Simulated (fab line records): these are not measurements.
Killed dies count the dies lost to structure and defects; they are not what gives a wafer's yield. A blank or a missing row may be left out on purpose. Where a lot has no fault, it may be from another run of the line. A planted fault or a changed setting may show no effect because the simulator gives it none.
A single fault, viewed from 2 desks / flow gf180mcu / what lay behind the numbers comes last; until then each desk has only its own

FOR THE TOOL OWNER'S DESK: rie_metal-04
The tool's own readings at GF_M4_METAL_ETCH_16 (etches the open film in Cl2/BCl3, stops on SiO2, target depth 627.5 nm, time 104.6 s): means of the sampled wafers that have a number, for each lot that ran on this tool. Marked OUT: a lot whose mean sits more than 4 standard deviations from the usual mean, which makes it out of limits; the brackets give that distance.
Columns: A = bcl3_flow_sccm at GF_M4_METAL_ETCH_16, usual 39.99 sccm; B = bias_w at GF_M4_METAL_ETCH_16, usual 140.1 W; C = drypump_motor_current_A at GF_M4_METAL_ETCH_16, usual 5.6 A; D = oes_product_au at GF_M4_METAL_ETCH_16, usual 0.971 a.u.; E = run_length_s at GF_M4_METAL_ETCH_16, usual 132.8 s; F = throttle_valve_pct at GF_M4_METAL_ETCH_16, usual 28.251 %
lot=L569; first seen here=day 25 14:13; A=40.02; B=140.4; C=5.9; D=0.975; E=132.8; F=28.242
lot=L572; first seen here=day 26 18:22; A=40.14; B=140.5; C=5.7; D=0.976; E=132.7; F=28.243
lot=L575; first seen here=day 27 17:22; A=40.06; B=140.7; C=5.8; D=0.987; E=126.8 (-12) OUT; F=28.232
lot=L577; first seen here=day 28 06:03; A=39.94; B=-; C=5.7; D=1.004 (+4.3) OUT; E=123.7 (-18) OUT; F=28.215
lot=L588; first seen here=day 31 02:34; A=40.06; B=139.8; C=5.8; D=0.966; E=132.7; F=28.255
This desk finds L575, L577 out of limits, L575 being first, at day 27 17:22 (run_length_s at GF_M4_METAL_ETCH_16). L569, L572, L588 stayed within limits.

FROM THE METROLOGY DESK
What the gauges read, lot by lot, whatever tool the lot ran on: means of the sampled wafers that have a number. Marked OUT: a lot whose mean sits more than 4 standard deviations from the usual mean, which makes it out of limits; the brackets give that distance.
Columns: A = M4_ALCU_THK at GF_M4_THK_MEAS_06, usual 439 nm; B = V4_CVD_02_THK at GF_V4_THK_MEAS_03, usual 852 nm
lot=L569; first seen here=day 24 16:17; A=446; B=844
lot=L571; first seen here=day 25 07:24; A=436; B=851
lot=L572; first seen here=day 25 19:41; A=438; B=858
lot=L575; first seen here=day 26 19:21; A=432; B=857
lot=L576; first seen here=day 27 01:09; A=438; B=864
lot=L577; first seen here=day 27 08:01; A=442; B=863
lot=L583; first seen here=day 29 02:16; A=445; B=855
lot=L585; first seen here=day 29 13:42; A=438; B=853
lot=L587; first seen here=day 30 06:29; A=441; B=856
lot=L588; first seen here=day 30 06:49; A=435; B=850
lot=L590; first seen here=day 30 20:43; A=439; B=862
lot=L591; first seen here=day 31 05:44; A=436; B=859
Result from this desk: across the 12 lots, nothing is out of limits.

PUT TOGETHER
The tool owner's desk could have raised an alarm at day 27 17:22, on L575, L577.
Nothing out of limits was seen by the metrology desk.
The metrology desk has L575, L577 on record, within its limits.
All the named lots went through GF_M4_METAL_ETCH_16 on rie_metal-04.

WHAT THE SIMULATOR HAD PUT IN
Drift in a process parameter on rie_metal-04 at GF_M4_METAL_ETCH_16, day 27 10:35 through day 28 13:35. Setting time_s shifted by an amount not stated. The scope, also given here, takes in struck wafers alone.
Shown lots that were struck: L575, L577.
How many hours passed from the start of the fault until each desk's first out-of-limits reading: the tool owner's desk, 7.
